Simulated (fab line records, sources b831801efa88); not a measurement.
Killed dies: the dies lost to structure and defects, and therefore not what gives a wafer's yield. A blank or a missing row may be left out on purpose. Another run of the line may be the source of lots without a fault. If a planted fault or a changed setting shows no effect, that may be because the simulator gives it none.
One fault through the eyes of 2 desks + flow sky130 + every desk sees just its own numbers, and what lay behind them comes last

## FROM THE METROLOGY DESK
What the gauges read, lot by lot, whatever tool the lot ran on: means of the sampled wafers that have a number. Any lot whose mean is over 4 standard deviations away from the usual mean is out of limits and marked OUT; that distance is given in the brackets.
Columns: A = VIA2_OVL at SKY_VIA2_OVL_MEAS_13, usual 2 nm
| lot  | first seen here | A  |
|------|-----------------|----|
| L928 | day 36 13:12    | -1 |
| L929 | day 36 22:33    | -2 |
| L931 | day 37 21:59    | 1  |
| L932 | day 37 23:18    | 1  |
| L933 | day 38 05:11    | -1 |
| L934 | day 38 15:15    | -8 |
| L937 | day 39 14:37    | 0  |
| L939 | day 40 03:33    | -2 |
| L940 | day 40 22:41    | 1  |
| L944 | day 41 16:10    | 3  |
| L947 | day 42 09:06    | 8  |
| L950 | day 43 07:45    | 3  |
Finding of this desk: none of the 12 lots has anything out of limits.

## AT THE TOOL OWNER'S DESK: litho-track-03
The tool's own readings at SKY_METAL4_COAT_07 (resist thk 60 nm): means of the sampled wafers that have a number, for each lot that ran on this tool. Any lot whose mean is over 4 standard deviations away from the usual mean is out of limits and marked OUT; that distance is given in the brackets.
Columns: A = spin-speed-rpm at SKY_METAL4_COAT_07, usual 3000.2 rpm
| lot  | first seen here | A                        |
|------|-----------------|--------------------------|
| L928 | day 41 13:26    | 3002.2                   |
| L929 | day 41 20:55    | 3000.1                   |
| L931 | day 42 18:37    | 2998.7                   |
| L932 | day 42 19:44    | 2998.7                   |
| L939 | day 44 19:20    | 2999.2                   |
| L940 | day 45 12:04    | 3001.6                   |
| L944 | day 46 04:17    | 2751.9 (-99 or more) OUT |
| L950 | day 47 16:04    | 2750.8 (-99 or more) OUT |
Finding of this desk: L944, L950 out of limits; the first was L944 at day 46 04:17, on spin-speed-rpm at SKY_METAL4_COAT_07. In limits: L928, L929, L931, L932, L939, L940.

## TAKEN TOGETHER
At day 46 04:17, on L944, L950, the tool owner's desk was in a position to raise an alarm.
Metrology desk: nothing out of limits seen.
The metrology desk has L944, L950 on record, within its limits.
The lots listed all ran SKY_METAL4_COAT_07 on litho-track-03.

## WHAT WAS PUT IN BY THE SIMULATOR
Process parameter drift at SKY_METAL4_COAT_07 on litho-track-03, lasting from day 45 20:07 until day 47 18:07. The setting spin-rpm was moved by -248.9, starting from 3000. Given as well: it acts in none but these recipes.
Struck lots among those shown: L944, L950.
How many hours passed from the start of the fault until each desk's first out-of-limits reading: the tool owner's desk, 8.
